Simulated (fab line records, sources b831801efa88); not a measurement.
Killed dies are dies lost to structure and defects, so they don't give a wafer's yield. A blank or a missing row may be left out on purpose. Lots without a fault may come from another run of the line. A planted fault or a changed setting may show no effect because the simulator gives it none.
Chamber matching | flow gf180mcu | GF_CONTACT_CMP_27 on cmp-01: 4 sister chambers
The step polishes, stops on SiO2, t overpolish 15 s, target thk 0 nm. 4 wafers are shown with their chamber, then 6 later ones without.

WAFERS WITH THEIR CHAMBER
wafer  | chamber | motor_current_A (A)
L665.2 | 2       | 12.4
L665.3 | 0       | 10.2
L668.1 | 3       | 10.8
L668.4 | 1       | 9.4

WAFERS WITHOUT THEIR CHAMBER
wafer  | motor_current_A (A)
L670.3 | 12.6
L670.4 | 9.5
L670.6 | 9.5
L671.1 | 10.5
L671.5 | 12.6
L671.6 | 11.1

WHICH CHAMBER EACH WENT THROUGH
wafer  | from the rows above     | in truth
L670.3 | 2                       | 2
L670.4 | 1                       | 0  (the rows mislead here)
L670.6 | 1                       | 1
L671.1 | can't be placed: 0 or 3 | 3
L671.5 | 2                       | 2
L671.6 | 3                       | 3
Placed correctly: 4 of 6. Can't be placed from these rows: 1 (the true chamber is among the candidates in 1). Placed wrongly: 1.
How it was worked out, from the rows above alone: a wafer's distance from a chamber is the root of the sum, over the readings, of the square of ((its reading less the chamber's mean) divided by the reading's scatter). The wafer belongs to the nearest chamber; if the next one is less than 2 further off, it can't be placed. A chamber's mean is the mean of its shown wafers. The scatter: with one shown wafer a chamber, the root of the mean of the squares of how far each hidden wafer lies from its nearest shown one.
